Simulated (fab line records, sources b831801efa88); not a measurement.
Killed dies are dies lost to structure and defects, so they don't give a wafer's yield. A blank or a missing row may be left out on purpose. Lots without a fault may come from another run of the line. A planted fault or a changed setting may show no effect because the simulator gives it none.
Chamber matching | flow gf180mcu | GF_V2_CMP_04 on cmp-02: 4 sister chambers
The step polishes SiO2. 4 wafers are shown with their chamber, then 8 later ones without.

WAFERS WITH THEIR CHAMBER
wafer  | chamber | motor_current_A (A)
L932.1 | 1       | 10.3
L930.4 | 2       | 11.9
L930.6 | 0       | 10.7
L935.1 | 3       | 10.8

WAFERS WITHOUT THEIR CHAMBER
wafer  | motor_current_A (A)
L935.2 | 10.9
L935.5 | 10.4
L936.2 | 12.5
L936.3 | 10.9
L936.4 | 10.7
L944.2 | 11.0
L944.3 | 12.8
L944.4 | 10.5

WHICH CHAMBER EACH WENT THROUGH
wafer  | from the rows above               | in truth
L935.2 | can't be placed: 3 or 0 or 1      | 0
L935.5 | can't be placed: 1 or 0 or 3      | 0
L936.2 | 2                                 | 2
L936.3 | can't be placed: 3 or 0 or 1      | 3
L936.4 | can't be placed: 0 or 3 or 1      | 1
L944.2 | can't be placed: 3 or 0 or 1 or 2 | 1
L944.3 | 2                                 | 2
L944.4 | can't be placed: 0 or 1 or 3      | 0
Placed correctly: 2 of 8. Can't be placed from these rows: 6 (the true chamber is among the candidates in 6). Placed wrongly: 0.
How it was worked out, from the rows above alone: a wafer's distance from a chamber is the root of the sum, over the readings, of the square of ((its reading less the chamber's mean) divided by the reading's scatter). The wafer belongs to the nearest chamber; if the next one is less than 2 further off, it can't be placed. A chamber's mean is the mean of its shown wafers. The scatter: with one shown wafer a chamber, the root of the mean of the squares of how far each hidden wafer lies from its nearest shown one.
